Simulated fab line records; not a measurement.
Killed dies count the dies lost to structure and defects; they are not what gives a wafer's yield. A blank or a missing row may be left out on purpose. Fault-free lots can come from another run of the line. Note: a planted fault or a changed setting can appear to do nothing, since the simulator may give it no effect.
Which of the tools did it? || flow sky130 || 10 lots, 30 wafers sampled, at 3 steps of a route of 708

## WHAT THE GAUGES SHOWED, per wafer
SKY_VIA4_RS_MEAS_19: uses a four-point probe to measure.
{"lot": "L127", "measured": "day 43 00:44", "on": "film_metro-01", "VIA4_W_RS (ohm/sq)": "0.227 0.227 0.226"}
{"lot": "L128", "measured": "day 43 10:19", "on": "film_metro-02", "VIA4_W_RS (ohm/sq)": "0.230 0.221 0.228"}
{"lot": "L131", "measured": "day 44 05:57", "on": "film_metro-02", "VIA4_W_RS (ohm/sq)": "0.221 0.223 0.228"}
{"lot": "L135", "measured": "day 45 08:50", "on": "film_metro-01", "VIA4_W_RS (ohm/sq)": "0.222 0.227 0.216"}
{"lot": "L136", "measured": "day 45 15:47", "on": "film_metro-02", "VIA4_W_RS (ohm/sq)": "0.225 0.220 0.226"}
{"lot": "L137", "measured": "day 45 17:56", "on": "film_metro-02", "VIA4_W_RS (ohm/sq)": "0.225 0.227 0.222"}
{"lot": "L138", "measured": "day 45 23:55", "on": "film_metro-01", "VIA4_W_RS (ohm/sq)": "0.218 0.227 0.219"}
{"lot": "L143", "measured": "day 47 05:10", "on": "film_metro-01", "VIA4_W_RS (ohm/sq)": "0.227 0.225 0.230"}
{"lot": "L144", "measured": "day 47 13:05", "on": "film_metro-01", "VIA4_W_RS (ohm/sq)": "0.229 0.225 0.228"}
{"lot": "L150", "measured": "day 48 22:37", "on": "film_metro-02", "VIA4_W_RS (ohm/sq)": "0.231 0.221 0.230"}

## WHAT TOOL EACH LOT RAN ON (gives the tool, then ch and the chambers of the sampled wafers, and finally the start)
{"lot": "L127", "SKY_METAL4_METAL_ETCH_18": "rie_metal-01 ch 0,1, day 41 22:56", "SKY_VIA4_CVD_18": "cvd_w-01 ch 1, day 43 00:35"}
{"lot": "L128", "SKY_METAL4_METAL_ETCH_18": "rie_metal-04 ch 0,1, day 42 09:21", "SKY_VIA4_CVD_18": "cvd_w-02 ch 0,1, day 43 10:10"}
{"lot": "L131", "SKY_METAL4_METAL_ETCH_18": "rie_metal-02 ch 0,1, day 43 05:26", "SKY_VIA4_CVD_18": "cvd_w-02 ch 0,1, day 44 05:48"}
{"lot": "L135", "SKY_METAL4_METAL_ETCH_18": "rie_metal-02 ch 0,1, day 44 09:12", "SKY_VIA4_CVD_18": "cvd_w-02 ch 0,1, day 45 08:41"}
{"lot": "L136", "SKY_METAL4_METAL_ETCH_18": "rie_metal-02 ch 0,1, day 44 15:24", "SKY_VIA4_CVD_18": "cvd_w-02 ch 0,1, day 45 15:37"}
{"lot": "L137", "SKY_METAL4_METAL_ETCH_18": "rie_metal-02 ch 0,1, day 44 18:52", "SKY_VIA4_CVD_18": "cvd_w-01 ch 0,1, day 45 17:47"}
{"lot": "L138", "SKY_METAL4_METAL_ETCH_18": "rie_metal-02 ch 0,1, day 45 00:47", "SKY_VIA4_CVD_18": "cvd_w-02 ch 0,1, day 45 23:44"}
{"lot": "L143", "SKY_METAL4_METAL_ETCH_18": "rie_metal-04 ch 0,1, day 46 06:47", "SKY_VIA4_CVD_18": "cvd_w-01 ch 0, day 47 04:59"}
{"lot": "L144", "SKY_METAL4_METAL_ETCH_18": "rie_metal-04 ch 0,1, day 46 14:48", "SKY_VIA4_CVD_18": "cvd_w-01 ch 0,1, day 47 12:55"}
{"lot": "L150", "SKY_METAL4_METAL_ETCH_18": "rie_metal-01 ch 0,1, day 48 02:08", "SKY_VIA4_CVD_18": "cvd_w-02 ch 0,1, day 48 22:26"}
- SKY_METAL4_METAL_ETCH_18: etches the open film in Cl2/BCl3, stops on SiO2, target depth 845 nm, time 183.1 s.
- SKY_VIA4_CVD_18: deposits W, target thk 505 nm, time 152.14 s.

## THE ANSWER, worked out from the rows above alone
Rule: usual is defined by the lots themselves. Put in order of their means at a reading, lots are off if they are a third of the lots or fewer, leave a main group of 4 or more, and stand apart from it by a gap of 3 or more times the standard deviation of the main group's means; of several such gaps the widest counts. A main group whose means are all the same, to the digits that the tables above print for the reading, isn't used. Also off: a lot with no number at a reading for which 4 or more lots have one. Where the step has rows for the other lots, those lots are counted as sound.
No lot is off at any reading shown: from this, nothing can be told.

## WHAT WAS PUT IN BY THE SIMULATOR
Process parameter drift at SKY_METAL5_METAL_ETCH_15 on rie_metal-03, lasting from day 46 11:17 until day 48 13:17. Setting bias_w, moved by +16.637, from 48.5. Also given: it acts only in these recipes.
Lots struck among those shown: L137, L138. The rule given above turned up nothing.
